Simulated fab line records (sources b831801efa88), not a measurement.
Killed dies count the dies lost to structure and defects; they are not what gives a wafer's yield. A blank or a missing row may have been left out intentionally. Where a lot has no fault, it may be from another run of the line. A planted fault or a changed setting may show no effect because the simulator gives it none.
fab line records    flow sfqLine
record: lots: 5  wafers: 15  lastDay: 92
route steps=325 shown M2@92 I2@103 M3@118
lots with no fault: from the same line, run without faults
startH: the number of hours between the record's first day and the start of the first shown wafer of the lot    waitH: hours from the lot's prior step to this one    " identical to the entry in the row above    L1.1+2: a single row standing in for several wafers    - no value, or no start given    * or withheld: withheld    < > ~ a bound
route shown NAME@n: names a module that has steps shown in the file, with the first one's number in the route    usual: the fault-free wafers' mean and standard deviation    same: alike in all rows    chamber/n: place in a boat    sites: per-site readings    _std_site: how widely they spread, as a standard deviation    _edge_site: inner sites' mean taken away from outer sites' mean    radiusMm: how far each site lies from the wafer's centre    mask NAME#n: copy n    behind: the last tool/chamber to shape the wafer    hold: cause of the lot's hold/its duration in hours/its outcome    device: the n, p or np transistor that did not switch    end of line: the route-end tests of the same wafers    step lacking rows: just its recipe    killed: the dies lost at the first sort to structure and to defects; this is not the yield of the wafer    map: a wafer's dies, marking killed ones x, the rest . and places with no die _
set.NAME: setting as actually run; set.NAME@STEP: the setting as run at that earlier step    model.NAME: the simulator's own value behind a step, which no gauge read
lots at selected steps of the route; one table per step, one row per wafer
services: when a tool's chamber went out of use (startH, in hours from the record's first day, below 0 if earlier), for how many hours, and the reason
== steps ==
step: SFQ_TRILAYER_M2_LITHO_COAT_062
recipe: resist: BARC  spinRpm: 3000  resistThkNm: 62
step: SFQ_TRILAYER_M2_LITHO_COAT_057
recipe: resist: KrF  spinRpm: 3000  resistThkNm: 600
step: SFQ_TRILAYER_M2_LITHO_SOFTBAKE_061
recipe: tempC: withheld  timeS: withheld  resist: KrF
step: SFQ_TRILAYER_M2_LITHO_EXPOSE_058
recipe: maskId: M2  na: 0.6  sourceShape: conventional  sigmaOuter: 0.65  targetCdNm: 500  doseMj: 14.4
step: SFQ_TRILAYER_M2_LITHO_PEB_060
recipe: pebTempC: 115  pebTimeS: 60  resist: KrF
step: SFQ_TRILAYER_M2_LITHO_DEVELOP_059
recipe: timeS: 60  resist: KrF
step: SFQ_M2_OVL_MEAS_916
usual: M2_OVL: 0/4.9
lot.wafer  tool        chamber  startH   waitH  M2_OVL[nm]
L626.2     overlay-02  -        757.88   0.1    -1
L626.5     "           -        "        "      -7
L626.6     "           -        "        "      0
L628.2     overlay-02  -        789.08   0.1    10
L628.3     "           -        "        "      7
L628.6     "           -        "        "      7
L633.1     overlay-02  -        838.65   0.1    8
L633.2     "           -        "        "      4
L633.3     "           -        "        "      6
L640.2     overlay-02  -        901.16   0.1    2
L640.3     "           -        "        "      -3
L640.4     "           -        "        "      0
L647.3     overlay-01  -        1109.26  0.1    -5
L647.4     "           -        "        "      -4
L647.5     "           -        "        "      -4
step: SFQ_TRILAYER_M2_BARC_OPEN_METAL_ETCH_077
recipe: maskMaterial: PR  chemistry: O2  targetDepthNm: 125  target: BARC  icpW: 600  biasW: 80  pressureMtorr: 10  timeS: 41.7
step: SFQ_TRILAYER_M2_ETCH_METAL_ETCH_060
recipe: target: Nb  stopOn: SiO2  maskMaterial: PR  chemistry: Cl2/Ar  targetDepthNm: 240  icpW: 600  biasW: 80  pressureMtorr: 10  timeS: 120
usual: drypumpMotorCurrentA: 5.7/0.41  oesProductAu: 0.894/0.0071
lot.wafer  tool         chamber  startH   waitH  drypumpMotorCurrentA  oesProductAu  rfHoursCounterH
L626.2     rieMetal-03  0        757.97   0.0    5.9                   0.888         124
L626.5     "            1        "        "      5.2                   0.900         -
L626.6     "            0        "        "      6.0                   0.882         -
L628.2     rieMetal-03  1        789.17   0.0    5.2                   0.895         107
L628.3     "            1        "        "      5.2                   0.881         -
L628.6     "            1        "        "      5.2                   0.883         -
L633.1     rieMetal-03  1        838.75   0.0    5.1                   0.898         114
L633.2     "            0        "        "      5.9                   0.907         134
L633.3     "            0        "        "      5.9                   0.887         -
L640.2     rieMetal-03  0        901.25   0.0    5.9                   0.898         146
L640.3     "            0        "        "      5.9                   0.899         -
L640.4     "            1        "        "      5.2                   0.895         -
L647.3     rieMetal-01  0        1109.39  0.1    5.3                   0.901         -
L647.4     "            1        "        "      6.0                   0.905         -
L647.5     "            1        "        "      6.0                   0.902         -
step: SFQ_TRILAYER_M2_STRIP_STRIP_061
recipe: gas: O2  powerW: 200  platenTempC: 40  overashFraction: 0.65  chemistry: O2  pressureMtorr: 50
usual: drypumpMotorCurrentA: 5.7/0.41  oesProductAu: 0.999/0.015
lot.wafer  tool         chamber  startH   waitH  drypumpMotorCurrentA  oesProductAu  rfHoursCounterH
L626.2     rieMetal-03  0        758.10   0.1    5.9                   1.020         124
L626.5     "            1        "        "      5.1                   1.001         -
L626.6     "            0        "        "      5.9                   1.023         -
L628.2     rieMetal-03  1        789.30   0.1    5.2                   0.994         107
L628.3     "            1        "        "      5.2                   0.981         -
L628.6     "            1        "        "      5.1                   0.988         -
L633.1     rieMetal-03  1        838.87   0.1    5.1                   0.990         114
L633.2     "            0        "        "      5.9                   1.033         135
L633.3     "            0        "        "      5.9                   1.031         -
L640.2     rieMetal-03  0        901.37   0.1    6.0                   1.035         146
L640.3     "            0        "        "      5.9                   1.034         -
L640.4     "            1        "        "      5.2                   0.986         -
L647.3     rieMetal-01  0        1109.67  0.2    5.3                   0.984         -
L647.4     "            1        "        "      6.0                   0.993         -
L647.5     "            1        "        "      6.0                   0.994         -
step: SFQ_TRILAYER_M2_STRIP_SOLV_CLEAN_062
recipe: chemistry: NMP  tempC: 70  timeS: 600
step: SFQ_TRILAYER_I2_DEP_PECVD_063
recipe: material: SiO2  tempC: 150  timeS: 111.11  pressureTorr: 2.4  rfW: 183.3  precursor: SiH4/N2O  targetThkNm: 500
usual: heaterPowerOuterW: 28/6.9  heaterPowerW: 79/14  throttleValvePct: 24.0/0.9
lot.wafer  tool      chamber  startH   waitH  heaterPowerOuterW  heaterPowerW  throttleValvePct
L626.2     pecvd-03  0        758.87   0.0    29                 91            24.1
L626.5     "         1        "        "      36                 92            24.3
L626.6     "         2        "        "      29                 87            25.4
L628.2     pecvd-04  2        790.09   0.0    16                 62            22.6
L628.3     "         1        "        "      29                 86            22.8
L628.6     "         0        "        "      20                 60            24.3
L633.1     pecvd-02  2        839.65   0.0    28                 75            22.9
L633.2     "         1        "        "      24                 65            23.6
L633.3     "         0        "        "      36                 87            24.7
L640.2     pecvd-04  1        902.15   0.0    30                 86            23.2
L640.3     "         2        "        "      21                 69            23.5
L640.4     "         0        "        "      25                 66            25.2
L647.3     pecvd-02  1        1110.25  0.0    23                 61            24.4
L647.4     "         1        "        "      25                 64            24.3
L647.5     "         0        "        "      36                 85            25.6
step: SFQ_TRILAYER_I2_CMP_CMP_064
recipe: material: SiO2  downForcePsi: 3  platenRpm: 60  padVelocityMS: 0.94248
usual: motorCurrentA: 10.2/0.62  timeToEndpointS: 207/8.2
lot.wafer  tool    chamber  startH   waitH  motorCurrentA  timeToEndpointS  model.SiO2_of_TRILAYER_I2_DEP_PECVD_063.thkNm
L626.2     cmp-02  1        760.45   1.5    9.4            204              199.5
L626.6     "       2        "        "      9.8            208              199.5
L626.5     "       3        "        "      11.2           219              198.9
L628.3     cmp-02  1        795.86   5.7    9.7            203              196.9
L628.2     "       3        796.86   6.7    10.9           212              199
L628.6     "       1        797.86   7.7    9.1            207              198.2
L633.2     cmp-02  2        843.64   3.9    9.8            211              197.7
L633.3     "       3        "        "      11.5           203              197.7
L633.1     "       0        "        "      10.4           213              178.2
L640.2     cmp-02  3        922.61   20.4   11.0           205              198.6
L640.4     "       0        "        "      10.3           211              198.1
L640.3     "       1        "        "      9.7            194              197.4
L647.3     cmp-01  0        1110.82  0.5    10.6           214              199.2
L647.4     "       1        "        "      9.9            219              197.9
L647.5     "       0        1112.82  2.5    10.1           212              198.7
step: SFQ_I2_BOW_MEAS_917
recipe: mode: bow
usual: I2_BOW: 3/7.4
lot.wafer  tool          chamber  startH   waitH  I2_BOW[um]
L626.2     filmMetro-01  -        761.97   1.0    8
L626.5     "             -        "        "      -7
L626.6     "             -        "        "      -7
L628.2     filmMetro-02  -        798.88   1.5    13
L628.3     "             -        "        "      13
L628.6     "             -        "        "      6
L633.1     filmMetro-01  -        846.64   1.5    -1
L633.2     "             -        "        "      3
L633.3     "             -        "        "      2
L640.2     filmMetro-04  -        925.13   2.0    12
L640.3     "             -        "        "      15
L640.4     "             -        "        "      9
L647.3     filmMetro-02  -        1113.36  2.0    6
L647.4     "             -        "        "      14
L647.5     "             -        "        "      8
step: SFQ_TRILAYER_I2_METRO_MEASURE_065
usual: thkNm: 199.3/1.2
lot.wafer  tool          chamber  startH   waitH  thkNm
L626.2     filmMetro-01  -        762.27   0.3    199.5
L626.5     "             -        "        "      198.9
L626.6     "             -        "        "      199.6
L628.2     filmMetro-02  -        799.18   0.3    198.9
L628.3     "             -        "        "      196.9
L628.6     "             -        "        "      198.1
L633.1     filmMetro-01  -        846.76   0.1    178.1
L633.2     "             -        "        "      197.6
L633.3     "             -        "        "      197.8
L640.2     filmMetro-04  -        925.43   0.3    198.6
L640.3     "             -        "        "      197.6
L640.4     "             -        "        "      198.1
L647.3     filmMetro-02  -        1113.84  0.5    199.2
L647.4     "             -        "        "      197.8
L647.5     "             -        "        "      198.7
step: SFQ_TRILAYER_I2_VIA_LITHO_COAT_072
recipe: resist: BARC  spinRpm: 3000  resistThkNm: 62
step: SFQ_TRILAYER_I2_VIA_LITHO_COAT_067
recipe: resist: KrF  spinRpm: 3000  resistThkNm: 650
step: SFQ_TRILAYER_I2_VIA_LITHO_SOFTBAKE_071
recipe: tempC: withheld  timeS: withheld  resist: KrF
step: SFQ_TRILAYER_I2_VIA_LITHO_EXPOSE_068
recipe: maskId: I2  na: 0.6  sourceShape: conventional  sigmaOuter: 0.65  targetCdNm: 500  doseMj: 21.3
step: SFQ_TRILAYER_I2_VIA_LITHO_PEB_070
recipe: pebTempC: 115  pebTimeS: 60  resist: KrF
step: SFQ_TRILAYER_I2_VIA_LITHO_DEVELOP_069
recipe: timeS: 60  resist: KrF
step: SFQ_I2_OVL_MEAS_918
usual: I2_OVL: 2/6.2
lot.wafer  tool        chamber  startH   waitH  I2_OVL[nm]
L626.2     overlay-01  -        923.96   0.1    -3
L626.5     "           -        "        "      1
L626.6     "           -        "        "      -3
L628.2     overlay-01  -        949.16   0.1    1
L628.3     "           -        "        "      -8
L628.6     "           -        "        "      0
L633.1     overlay-02  -        989.00   0.1    6
L633.2     "           -        "        "      3
L633.3     "           -        "        "      6
L640.2     overlay-02  -        1063.53  0.1    8
L640.3     "           -        "        "      5
L640.4     "           -        "        "      9
L647.3     overlay-01  -        1252.93  0.1    0
L647.4     "           -        "        "      -6
L647.5     "           -        "        "      -1
step: SFQ_TRILAYER_I2_VIA_BARC_OPEN_VIA_ETCH_096
recipe: maskMaterial: PR  chemistry: O2  targetDepthNm: 125  target: BARC  sourceW: 500  biasW: 80  pressureMtorr: 30  timeS: 41.7
step: SFQ_TRILAYER_I2_VIA_ETCH_VIA_ETCH_070
recipe: target: SiO2  stopOn: Nb  maskMaterial: PR  taperDeg: 20  chemistry: CHF3  targetDepthNm: 260  sourceW: 500  biasW: 80  pressureMtorr: 30  timeS: withheld
usual: drypumpMotorCurrentA: 5.5/0.34  oesProductAu: 0.853/0.0056
lot.wafer  tool        chamber  startH   waitH  drypumpMotorCurrentA  oesProductAu  model.etch.depthNm  model.I2.featureDepthNm
L626.2     rieDiel-03  3        924.03   0.0    5.5                   0.849         199.5               199.5
L626.5     "           0        "        "      5.3                   0.847         198.9               198.9
L626.6     "           3        "        "      5.5                   0.850         199.5               199.5
L628.2     rieDiel-03  2        949.23   0.0    5.1                   0.862         199                 199
L628.3     "           0        "        "      5.3                   0.849         196.9               196.9
L628.6     "           3        "        "      5.5                   0.856         198.2               198.2
L633.1     rieDiel-03  3        989.08   0.0    5.5                   0.798         178.2               178.2
L633.2     "           1        "        "      4.8                   0.845         197.7               197.7
L633.3     "           2        "        "      5.1                   0.851         197.7               197.7
L640.2     rieDiel-02  3        1063.60  0.0    6.2                   0.843         198.6               198.6
L640.3     "           2        "        "      6.0                   0.851         197.4               197.4
L640.4     "           2        "        "      6.0                   0.854         198.1               198.1
L647.3     rieDiel-04  0        1253.00  0.0    5.8                   0.851         199.2               199.2
L647.4     "           3        "        "      5.6                   0.848         197.9               197.9
L647.5     "           2        "        "      5.4                   0.847         198.7               198.7
step: SFQ_TRILAYER_I2_VIA_STRIP_STRIP_071
recipe: gas: O2  powerW: 200  platenTempC: 40  overashFraction: 0.65  chemistry: O2  pressureMtorr: 50
usual: drypumpMotorCurrentA: 5.7/0.39  oesProductAu: 0.994/0.0083
lot.wafer  tool         chamber  startH   waitH  drypumpMotorCurrentA  oesProductAu  rfHoursCounterH
L626.2     rieMetal-01  1        924.14   -      6.0                   0.993         91
L626.5     "            1        "        "      6.0                   0.996         -
L626.6     "            0        "        "      5.3                   1.000         -
L628.2     rieMetal-02  0        949.34   -      5.5                   0.988         31
L628.3     "            0        "        "      5.5                   0.997         -
L628.6     "            1        "        "      6.3                   1.002         -
L633.1     rieMetal-04  0        989.19   -      5.4                   1.000         49
L633.2     "            1        "        "      5.5                   0.989         10
L633.3     "            0        "        "      5.4                   0.990         -
L640.2     rieMetal-02  0        1063.71  -      5.5                   1.000         39
L640.3     "            0        "        "      5.5                   0.982         -
L640.4     "            1        "        "      6.3                   0.997         -
L647.3     rieMetal-02  0        1253.31  -      5.5                   0.992         -
L647.4     "            1        "        "      6.3                   1.003         -
L647.5     "            1        "        "      6.3                   0.992         -
step: SFQ_TRILAYER_I2_VIA_STRIP_SOLV_CLEAN_072
recipe: chemistry: NMP  tempC: 70  timeS: 600
step: SFQ_TRILAYER_M3_DEP_PRE_CLEAN_074
recipe: gas: Ar  timeS: 22.5  biasV: 250
lot.wafer  tool           chamber  startH   waitH  model.SiO2_of_TRILAYER_I2_DEP_PECVD_063.thkNm
L626.2+6   pvdSputter-04  -        924.91   0.0    192
L626.5     "              -        "        "      191.4
L628.2     pvdSputter-06  -        950.11   0.0    191.5
L628.3     "              -        "        "      189.4
L628.6     "              -        "        "      190.7
L633.1     pvdSputter-04  -        989.96   0.0    170.7
L633.2+3   "              -        "        "      190.2
L640.2     pvdSputter-05  -        1064.50  0.0    191.1
L640.3     "              -        "        "      189.9
L640.4     "              -        "        "      190.6
L647.3     pvdSputter-06  -        1253.88  0.0    191.7
L647.4     "              -        "        "      190.4
L647.5     "              -        "        "      191.2
step: SFQ_TRILAYER_M3_DEP_SPUTTER_073
recipe: material: Nb  basePressurePa: 1.33e-06  chamberPressurePa: 0.1333  substrateTempC: 20  resputterCathodeVoltageV: 400  targetThkNm: 200  powerW: 2000  timeS: 133.3
usual: throttleValvePct: 30.1/1.2
lot.wafer  tool           chamber  startH   waitH  throttleValvePct
L626.2     pvdSputter-04  -        924.94   0.0    27.1
L626.5     "              -        "        "      30.4
L626.6     "              -        "        "      30.0
L628.2     pvdSputter-06  -        950.14   0.0    31.6
L628.3     "              -        "        "      29.2
L628.6     "              -        "        "      30.1
L633.1     pvdSputter-04  -        989.99   0.0    29.8
L633.2     "              -        "        "      30.5
L633.3     "              -        "        "      30.4
L640.2     pvdSputter-05  -        1064.53  0.0    31.2
L640.3     "              -        "        "      31.5
L640.4     "              -        "        "      28.2
L647.3     pvdSputter-06  -        1253.91  0.0    31.2
L647.4     "              -        "        "      29.3
L647.5     "              -        "        "      30.2
== services ==
tool           chamber  startH   hours  kind
cmp-02         -        747.36   4.0    pm
rieMetal-03    0        765.70   5.8    repair
rieDiel-03     -        767.97   0.8    repair
rieMetal-02    -        783.36   0.5    repair
pvdSputter-04  -        788.21   0.6    repair
cmp-02         -        821.47   4.2    repair
cmp-02         -        873.64   4.9    pm
rieMetal-01    -        883.20   14.6   pm
pvdSputter-06  -        893.91   2.6    repair
rieMetal-03    0        924.03   11.3   repair
rieDiel-03     -        924.76   2.8    pm
cmp-02         -        948.64   0.5    repair
pvdSputter-04  -        957.28   2.1    repair
pvdSputter-04  -        1052.41  1.0    repair
cmp-02         -        1070.00  4.7    pm
cmp-02         -        1087.36  4.0    pm
rieMetal-03    -        1093.07  14.6   pm
pvdSputter-06  -        1104.66  8.3    repair
pvdSputter-04  -        1110.59  1.6    repair
rieMetal-03    1        1124.12  4.2    repair
rieMetal-03    -        1134.75  4.3    pm
rieMetal-03    1        1228.27  13.3   repair
cmp-02         -        1242.78  5.8    pm
cmp-02         -        1250.70  1.0    repair
== key ==
firstSign: step: SFQ_TRILAYER_I2_METRO_MEASURE_065  reading: thkNm  direction: down  sigmas: 18  usual: 199.3  struck: 178.1
effect: step: SFQ_TRILAYER_I2_VIA_ETCH_VIA_ETCH_070  reading: oesProductAu  direction: down  sigmas: 9.8  usual: 0.853  struck: 0.798
modelEffect: step: SFQ_TRILAYER_I2_CMP_CMP_064  value: SiO2_of_TRILAYER_I2_DEP_PECVD_063.thkNm  without: 198.2  struck: 178.2
modelEffect: step: SFQ_TRILAYER_I2_VIA_ETCH_VIA_ETCH_070  value: etch.depthNm  without: 198.2  struck: 178.2
modelEffect: step: SFQ_TRILAYER_M3_DEP_PRE_CLEAN_074  value: SiO2_of_TRILAYER_I2_DEP_PECVD_063.thkNm  without: 190.7  struck: 170.7
metAt SFQ_TRILAYER_I2_CMP_CMP_064
struckWafers L633.1
fault: kind: processParameterDrift  tool: cmp-02  chamber: 0  onsetH: 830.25  steps: SFQ_TRILAYER_I2_CMP_CMP_064  channel: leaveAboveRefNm  offset: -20  shape: step  endH: 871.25  actsIn: theseRecipesOnly  stated: 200
